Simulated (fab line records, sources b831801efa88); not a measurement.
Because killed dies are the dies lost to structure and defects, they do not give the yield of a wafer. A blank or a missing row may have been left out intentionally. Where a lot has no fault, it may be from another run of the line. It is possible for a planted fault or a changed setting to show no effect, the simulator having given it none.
Problem report in the 8D (eight disciplines) form, filled by code | flow sky130 | the parts of the form that need people (team, actions taken, sign-off) are left out

1. PROBLEM STATEMENT
Mean of strip-time-to-endpoint-s at SKY_VT_ADJUST_LVTN_STRIP_20: 15.01 s across 6 wafers in 2 lots; on wafers with no fault it is 14.19 s (standard deviation 0.052). That puts it +16 standard deviations away from the usual mean.
The step: strips in O2/N2.
First seen on wafer L602.2, day 12 12:40, on plasma-asher-04. The record holds 39 wafers of 13 lots with a number at this step. The rule behind "out" and "out of limits": a value lying over 4 standard deviations away from the usual mean. The rest of the wafers with a number are treated as sound.

2. WHAT IT IS AND WHAT IT IS NOT
question                    | is                       | is not
which readings at this step | strip-time-to-endpoint-s | drypump-motor-current-A, oes-product-au
which lots                  | L602, L607               | L586, L587, L590, L592, L593, L594, L595, L597, L598, L604, L608
which wafers of those lots  | all that have a number   | -
read on which tools         | plasma-asher-04          | plasma-asher-02, plasma-asher-03
when                        | from day 12 12:40        | up to then (27 sound wafers); but 6 sound wafers of L604, L608 came after

3. WHAT RULES OUT EACH SUSPECT
Counting: any tool at a process step up to the reading is kept as a suspect provided that every lot that is out went through it and no sound lot did after the first of them.
- litho-track-01 at SKY_VT_ADJUST_LVTN_COAT_13 (resist thk 1140 nm): kept. It ran every lot that is out, first L602 (day 12 00:01), and no sound lot after that; its last sound lot up to then is L598 (day 10 20:02).
- plasma-asher-04 at SKY_VT_ADJUST_LVTN_STRIP_20 (strips in O2/N2): ruled out as a lasting fault. Sound lots L608 ran on it after its first lot that is out, L602 (day 12 12:40).
The count leaves litho-track-01 at SKY_VT_ADJUST_LVTN_COAT_13.

4. THE CAUSE (what the simulator had put in)
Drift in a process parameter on litho-track-01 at SKY_VT_ADJUST_LVTN_COAT_13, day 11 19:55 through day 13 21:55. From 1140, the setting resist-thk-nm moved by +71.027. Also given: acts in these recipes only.
This tool alone remained once counting was done.

5. THE CHAIN OF EFFECTS, in route order
Rows list readings where the struck wafers' mean (over those with a number) sits beyond 3 standard deviations from the usual. Only readings for which the record gives a usual standard deviation are gone through. hours: the time from each lot's start at the first step in this table that gives one to its start at this step, as a median over the lots. sigmas: the change in usual standard deviations.
hours | step                        | reading                  | usual   | on struck wafers | change | sigmas
0     | SKY_VT_ADJUST_LVTN_STRIP_20 | strip-time-to-endpoint-s | 14.19 s | 15.01            | +0.82  | +16
It contains these process steps:
- SKY_VT_ADJUST_LVTN_STRIP_20: strips in O2/N2.
Later measuring or inspecting steps at which every struck wafer that the step has a row for has a number for every such reading, and none has moved that far: SKY_VT_ADJUST_HVTR_CD_MEAS_07, SKY_VT_ADJUST_HVTR_TW_MEAS_11.

6. WHAT WOULD HAVE CAUGHT IT SOONER
In this record no reading fell out of limits until day 12 12:40, 17 hours after the fault had begun at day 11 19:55.
Of the lots that are out (2), L607 began SKY_VT_ADJUST_LVTN_COAT_13 on litho-track-01 after day 12 12:40. Holding the tool at that time would have saved it.
